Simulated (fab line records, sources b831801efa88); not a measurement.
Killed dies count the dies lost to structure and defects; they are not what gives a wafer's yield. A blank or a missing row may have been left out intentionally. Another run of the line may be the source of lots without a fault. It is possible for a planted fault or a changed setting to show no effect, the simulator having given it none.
Matching of chambers ; flow gf180mcu ; rie_diel-01 running GF_SAB_ETCH_11: 4 sister chambers
The step etches SiO2 in C4F8/O2/Ar, target depth 55 nm, time 8.5 s. 8 wafers are shown with their chamber, then 8 later ones without.

EACH WAFER AND ITS CHAMBER
wafer;chamber;oes_product_au (a.u.)
L080.1;2;0.977
L080.4;3;0.982
L080.5;1;1.001
L080.6;0;1.001
L081.1;0;1.002
L081.2;2;0.995
L081.3;3;0.979
L081.4;1;1.006

WAFERS MISSING THEIR CHAMBER
wafer;oes_product_au (a.u.)
L081.5;0.996
L081.6;0.997
L084.1;1.005
L084.2;0.997
L084.3;0.989
L084.4;1.001
L084.5;1.000
L084.6;0.996

CHAMBER TAKEN BY EACH
wafer;from the rows above;in truth
L081.5;can't be placed: 0 or 1 or 2 or 3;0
L081.6;can't be placed: 0 or 1 or 2 or 3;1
L084.1;can't be placed: 1 or 0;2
L084.2;can't be placed: 0 or 1 or 2 or 3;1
L084.3;can't be placed: 2 or 3 or 0 or 1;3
L084.4;can't be placed: 0 or 1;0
L084.5;can't be placed: 0 or 1 or 2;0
L084.6;can't be placed: 0 or 1 or 2 or 3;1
Correctly placed: 0 of 8. Cannot be placed on the basis of these rows: 8; the candidates contain the true chamber in 7. Number placed wrongly: 0.
How it was worked out, from the rows above alone: a wafer's distance from a chamber is the root of the sum, over the readings, of the square of ((its reading less the chamber's mean) divided by the reading's scatter). If the next closest chamber is less than 2 further off than the closest, the wafer can't be placed; otherwise it belongs to the closest. The mean given for a chamber averages the wafers shown for that chamber. The scatter: take each reading less its chamber's mean, square it, sum over the shown wafers, divide by the number of wafers less the number of chambers, and take the root.
